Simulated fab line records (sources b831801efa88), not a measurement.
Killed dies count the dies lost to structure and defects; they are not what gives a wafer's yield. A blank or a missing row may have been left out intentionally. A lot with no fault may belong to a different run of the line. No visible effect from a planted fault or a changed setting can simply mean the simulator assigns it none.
fab line records	flow sky130
record lots=13	wafers=39	last_day=50
route steps=708 shown VT_ADJUST_PCH@150 SONOS_ONO@169 POLY_GATE@204
lots that met no fault: taken from a fault-free run of the same line
start_h: hours from the record's first day to the start of the lot's first wafer shown	wait_h: hours since the lot's step before	" same as the row above	L1.1+2: one row covering several wafers at once	- no value present, or no start provided	* or withheld: withheld	< > ~ a bound
route shown NAME@n: a module of which the file shows steps, and the number in the route of the first	usual: mean/standard deviation of fault-free wafers	same: alike in all rows	chamber/n: place in a boat	sites: per-site readings	_std_site: standard deviation of those values	_edge_site: the outer-site mean with the inner-site mean subtracted	radius_mm: how far each site lies from the wafer's centre	mask NAME#n: copy n	behind: the most recent tool/chamber to have shaped the wafer	hold: reason for holding the lot/hours on hold/outcome of the hold	device: which transistor (n, p or np) failed to switch	end of line: the tests these same wafers got at the end of their route	for a step that has no rows: nothing shown but its recipe	killed: not the wafer's yield, but the dies lost to structure and defects at the first sort	map: shows each die of a wafer: x if killed, . if not, _ if none is there
set.NAME: the setting that was run; set.NAME@STEP: the one run at that earlier step	model.NAME: the simulator's own value behind a step, which no gauge read
a sample of lots followed through the steps of the route, with each step as a table and each wafer as a row
services: a tool's chamber out of use, with start hour (start_h, from the record's first day; less than 0 if before it), hours out, and reason
## steps
# step SKY_VT_ADJUST_PCH_OVL_MEAS_07
# usual VT_ADJUST_PCH_OVL=-1.4/1.4
lot.wafer	tool	chamber	start_h	wait_h	VT_ADJUST_PCH_OVL[nm]
L623.1	overlay-02	-	223.18	-	0.0
L623.4	"	-	"	"	0.6
L623.6	"	-	"	"	0.2
L624.1	overlay-01	-	231.70	-	-3.5
L624.4	"	-	"	"	-2.7
L624.5	"	-	"	"	-3.8
L625.1	overlay-02	-	238.78	-	-1.7
L625.2	"	-	"	"	-3.5
L625.5	"	-	"	"	-1.8
L627.1	overlay-01	-	257.94	-	0.4
L627.2	"	-	"	"	-1.1
L627.5	"	-	"	"	-0.7
L628.2	overlay-01	-	262.19	-	-1.0
L628.3	"	-	"	"	0.4
L628.5	"	-	"	"	-0.5
L630.2	overlay-01	-	275.39	-	-1.7
L630.3	"	-	"	"	-1.2
L630.4	"	-	"	"	-1.0
L631.2	overlay-02	-	285.94	-	0.1
L631.3	"	-	"	"	-2.2
L631.6	"	-	"	"	0.1
L632.2	overlay-02	-	294.39	-	0.7
L632.3	"	-	"	"	-0.9
L632.6	"	-	"	"	-2.0
L633.1	overlay-02	-	301.18	-	-1.4
L633.2	"	-	"	"	-1.6
L633.5	"	-	"	"	-2.6
L634.1	overlay-01	-	308.10	-	-1.6
L634.5	"	-	"	"	-2.6
L634.6	"	-	"	"	-1.8
L636.2	overlay-01	-	330.81	-	-0.7
L636.4	"	-	"	"	-1.6
L636.6	"	-	"	"	-0.3
L645.1	overlay-01	-	395.88	-	-0.6
L645.3	"	-	"	"	0.7
L645.4	"	-	"	"	-0.6
L646.2	overlay-01	-	403.14	-	-1.7
L646.5	"	-	"	"	0.0
L646.6	"	-	"	"	-2.7
# step SKY_SONOS_ONO_THK_MEAS_01
# recipe reads=SiO2_of_SONOS_ONO_OXIDATION_00
# usual SONOS_ONO_OXIDATION_THK=2.57/0.054
lot.wafer	tool	chamber	start_h	wait_h	SONOS_ONO_OXIDATION_THK[nm]
L623.1	film_metro-04	-	248.55	0.0	2.63
L623.4	"	-	"	"	2.52
L623.6	"	-	"	"	2.54
L624.1	film_metro-03	-	256.51	0.0	2.55
L624.4	"	-	"	"	2.52
L624.5	"	-	"	"	2.53
L625.1	film_metro-01	-	264.90	0.0	2.53
L625.2	"	-	"	"	2.48
L625.5	"	-	"	"	2.55
L627.1	film_metro-04	-	287.84	0.0	2.60
L627.2	"	-	"	"	2.59
L627.5	"	-	"	"	2.64
L628.2	film_metro-01	-	291.61	0.0	2.52
L628.3	"	-	"	"	2.58
L628.5	"	-	"	"	2.55
L630.2	film_metro-01	-	303.79	0.0	2.61
L630.3	"	-	"	"	2.57
L630.4	"	-	"	"	2.59
L631.2	film_metro-01	-	314.02	0.0	2.67
L631.3	"	-	"	"	2.57
L631.6	"	-	"	"	2.48
L632.2	film_metro-04	-	323.66	0.0	2.64
L632.3	"	-	"	"	2.59
L632.6	"	-	"	"	2.66
L633.1	film_metro-01	-	330.59	0.0	2.68
L633.2	"	-	"	"	2.66
L633.5	"	-	"	"	2.62
L634.1	film_metro-04	-	338.00	0.0	2.55
L634.5	"	-	"	"	2.61
L634.6	"	-	"	"	2.68
L636.2	film_metro-04	-	360.11	0.0	2.65
L636.4	"	-	"	"	2.54
L636.6	"	-	"	"	2.63
L645.1	film_metro-03	-	430.97	0.0	2.60
L645.3	"	-	"	"	2.52
L645.4	"	-	"	"	2.58
L646.2	film_metro-01	-	435.87	0.0	2.63
L646.5	"	-	"	"	2.57
L646.6	"	-	"	"	2.62
# step SKY_SONOS_ONO_CD_MEAS_13
# recipe target_cd_nm=410
# usual cd_nm=409.9/2.3
lot.wafer	tool	chamber	start_h	wait_h	cd_nm
L623.1	cd_sem-02	-	276.70	0.1	412.3
L623.4	"	-	"	"	412.2
L623.6	"	-	"	"	410.1
L624.1	cd_sem-02	-	283.97	0.1	409.6
L624.4	"	-	"	"	409.4
L624.5	"	-	"	"	409.8
L625.1	cd_sem-01	-	292.45	0.1	410.3
L625.2	"	-	"	"	411.1
L625.5	"	-	"	"	410.1
L627.1	cd_sem-02	-	317.15	0.1	408.6
L627.2	"	-	"	"	406.9
L627.5	"	-	"	"	408.9
L628.2	cd_sem-01	-	321.22	0.1	408.0
L628.3	"	-	"	"	407.8
L628.5	"	-	"	"	407.3
L630.2	cd_sem-02	-	336.54	0.1	407.8
L630.3	"	-	"	"	407.3
L630.4	"	-	"	"	407.9
L631.2	cd_sem-01	-	344.62	0.1	411.1
L631.3	"	-	"	"	407.9
L631.6	"	-	"	"	407.8
L632.2	cd_sem-02	-	354.24	0.1	407.7
L632.3	"	-	"	"	406.5
L632.6	"	-	"	"	405.6
L633.1	cd_sem-01	-	359.62	0.1	410.0
L633.2	"	-	"	"	410.9
L633.5	"	-	"	"	413.5
L634.1	cd_sem-02	-	371.67	0.1	411.6
L634.5	"	-	"	"	412.9
L634.6	"	-	"	"	415.1
L636.2	cd_sem-01	-	390.82	0.1	405.7
L636.4	"	-	"	"	408.5
L636.6	"	-	"	"	405.6
L645.1	cd_sem-02	-	465.35	0.1	408.6
L645.3	"	-	"	"	409.1
L645.4	"	-	"	"	408.5
L646.2	cd_sem-02	-	469.32	0.1	409.8
L646.5	"	-	"	"	412.6
L646.6	"	-	"	"	411.9
# step SKY_POLY_GATE_CVD_00
# recipe material=poly-Si	target_thk_nm=180	temp_c=620	time_s=720	pressure_mtorr=200
# usual susceptor_temp_C=620.02/0.27	zone_power_top_pct=18.2/2.4
lot.wafer	tool	chamber	start_h	wait_h	susceptor_temp_C	zone_power_top_pct
L623.1	lpcvd-01	0	309.34	0.0	620.21	20.8
L623.4	"	0	"	"	619.93	20.8
L623.6	"	0	"	"	620.09	20.8
L624.1	lpcvd-01	1	318.21	0.0	619.86	16.1
L624.4	"	1	"	"	620.15	15.7
L624.5	"	1	"	"	619.73	15.8
L625.1	lpcvd-01	1	325.31	0.0	619.87	16.2
L625.2	"	1	"	"	619.97	15.7
L625.5	"	1	"	"	619.84	15.7
L627.1	lpcvd-01	0	351.46	0.0	620.43	20.9
L627.2	"	0	"	"	619.18	21.1
L627.5	"	0	"	"	620.23	21.0
L628.2	lpcvd-01	0	354.50	0.0	620.13	21.1
L628.3	"	0	"	"	620.00	21.1
L628.5	"	0	"	"	620.22	20.9
L630.2	lpcvd-01	0	368.16	0.0	619.71	20.8
L630.3	"	0	"	"	619.61	20.7
L630.4	"	0	"	"	620.31	20.7
L631.2	lpcvd-01	1	378.01	0.0	620.11	16.0
L631.3	"	1	"	"	619.95	16.0
L631.6	"	1	"	"	619.88	16.3
L632.2	lpcvd-01	1	387.58	0.0	619.81	16.0
L632.3	"	1	"	"	619.75	15.8
L632.6	"	1	"	"	619.91	15.8
L633.1	lpcvd-01	0	392.43	0.0	620.43	20.9
L633.2	"	0	"	"	619.61	20.9
L633.5	"	0	"	"	620.06	20.8
L634.1	lpcvd-01	0	403.44	0.0	620.13	20.8
L634.5	"	0	"	"	619.97	21.0
L634.6	"	0	"	"	620.37	20.9
L636.2	lpcvd-01	1	425.35	0.0	619.89	15.9
L636.4	"	1	"	"	619.85	16.0
L636.6	"	1	"	"	620.28	15.8
L645.1	lpcvd-01	1	499.60	0.0	620.20	16.1
L645.3	"	1	"	"	619.79	15.9
L645.4	"	1	"	"	620.26	16.1
L646.2	lpcvd-01	0	504.07	0.0	620.14	20.7
L646.5	"	0	"	"	619.99	20.9
L646.6	"	0	"	"	619.53	20.7
# step SKY_POLY_GATE_THK_MEAS_01
# recipe reads=poly-Si_of_POLY_GATE_CVD_00
# usual POLY_GATE_CVD_00_THK=180.0/1.7
lot.wafer	tool	chamber	start_h	wait_h	POLY_GATE_CVD_00_THK[nm]
L623.1	film_metro-03	-	310.54	0.0	179.0
L623.4	"	-	"	"	179.2
L623.6	"	-	"	"	178.4
L624.1	film_metro-03	-	319.41	0.0	181.6
L624.4	"	-	"	"	181.2
L624.5	"	-	"	"	180.5
L625.1	film_metro-03	-	326.51	0.0	181.4
L625.2	"	-	"	"	182.1
L625.5	"	-	"	"	181.5
L627.1	film_metro-02	-	352.66	0.0	178.0
L627.2	"	-	"	"	176.5
L627.5	"	-	"	"	175.3
L628.2	film_metro-04	-	355.71	0.0	180.6
L628.3	"	-	"	"	182.7
L628.5	"	-	"	"	181.7
L630.2	film_metro-03	-	369.37	0.0	180.1
L630.3	"	-	"	"	179.0
L630.4	"	-	"	"	177.9
L631.2	film_metro-04	-	379.22	0.0	178.2
L631.3	"	-	"	"	177.6
L631.6	"	-	"	"	179.1
L632.2	film_metro-03	-	388.79	0.0	179.9
L632.3	"	-	"	"	179.2
L632.6	"	-	"	"	179.2
L633.1	film_metro-04	-	393.63	0.0	180.9
L633.2	"	-	"	"	181.8
L633.5	"	-	"	"	179.7
L634.1	film_metro-04	-	404.64	0.0	180.9
L634.5	"	-	"	"	182.5
L634.6	"	-	"	"	182.1
L636.2	film_metro-03	-	426.56	0.0	235.5
L636.4	"	-	"	"	234.6
L636.6	"	-	"	"	234.9
L645.1	film_metro-04	-	500.80	0.0	177.9
L645.3	"	-	"	"	180.6
L645.4	"	-	"	"	179.6
L646.2	film_metro-02	-	505.28	0.0	181.3
L646.5	"	-	"	"	180.4
L646.6	"	-	"	"	182.8
## services
tool	chamber	start_h	hours	kind
lpcvd-01	-	394.09	2.8	pm
## key
first_sign step=SKY_POLY_GATE_THK_MEAS_01	reading=POLY_GATE_CVD_00_THK	direction=up	sigmas=32	usual=180.0	struck=235.0
effect none on later readings
met_at SKY_POLY_GATE_CVD_00
struck_lots L636
struck_wafers L636.2,L636.4,L636.6
sort_left_out L636.2,L636.4,L636.6
tester_left_out L636
not_acting_at SKY_VT_ADJUST_PCH_OVL_MEAS_07,SKY_SONOS_ONO_THK_MEAS_01,SKY_SONOS_ONO_CD_MEAS_13
onset_between 387.58 425.35
fault kind=process_parameter_drift	tool=lpcvd-01	chamber=1	onset_h=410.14	steps=SKY_POLY_GATE_CVD_00	channel=target_thk_nm	offset=55.01	shape=step	end_h=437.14	stated=180
# tester_left_out: of these lots the tester's yield and bins aren't shown, on N5 and GAA mostly nor the transistor test; their killed dies are dies lost to structure and defects alone, not to doping, threshold or leakage, so they don't give the yield
# sort_left_out: the simulated sort isn't trusted on such a fault, so these wafers' sort isn't shown, and their yield isn't known
